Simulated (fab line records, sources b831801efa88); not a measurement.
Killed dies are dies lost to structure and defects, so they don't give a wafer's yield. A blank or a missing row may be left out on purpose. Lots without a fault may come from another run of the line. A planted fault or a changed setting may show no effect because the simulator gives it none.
Chamber matching | flow sfq_line | SFQ_TRILAYER_I1_CMP_CMP_046 on cmp-02: 4 sister chambers
The step polishes SiO2. 8 wafers are shown with their chamber, then 9 later ones without.

WAFERS WITH THEIR CHAMBER
wafer  | chamber | motor_current_A (A) | time_to_endpoint_s (s)
L185.2 | 3       | 10.9                | 201
L186.3 | 1       | 9.1                 | 205
L192.1 | 0       | 10.0                | 220
L192.6 | 0       | 10.2                | 223
L193.4 | 1       | 9.0                 | 211
L202.2 | 2       | 9.9                 | 221
L202.4 | 3       | 11.3                | 211
L202.6 | 2       | 9.9                 | 227

WAFERS WITHOUT THEIR CHAMBER
wafer  | motor_current_A (A) | time_to_endpoint_s (s)
L203.1 | 9.8                 | 209
L203.3 | 11.0                | 194
L203.4 | 9.8                 | 214
L204.1 | 9.2                 | 204
L204.4 | 9.5                 | 193
L204.5 | 8.8                 | 202
L205.3 | 10.7                | 203
L205.4 | 9.9                 | 222
L205.6 | 9.7                 | 221

WHICH CHAMBER EACH WENT THROUGH
wafer  | from the rows above          | in truth
L203.1 | can't be placed: 2 or 0 or 1 | 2
L203.3 | 3                            | 3
L203.4 | can't be placed: 2 or 0      | 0
L204.1 | 1                            | 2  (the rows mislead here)
L204.4 | 1                            | 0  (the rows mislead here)
L204.5 | 1                            | 1
L205.3 | 3                            | 3
L205.4 | can't be placed: 2 or 0      | 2
L205.6 | can't be placed: 2 or 0      | 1
Placed correctly: 3 of 9. Can't be placed from these rows: 4 (the true chamber is among the candidates in 3). Placed wrongly: 2.
How it was worked out, from the rows above alone: a wafer's distance from a chamber is the root of the sum, over the readings, of the square of ((its reading less the chamber's mean) divided by the reading's scatter). The wafer belongs to the nearest chamber; if the next one is less than 2 further off, it can't be placed. A chamber's mean is the mean of its shown wafers. The scatter: the root of (the sum of the squares of (reading less its chamber's mean) over the shown wafers, divided by (wafers less chambers)).
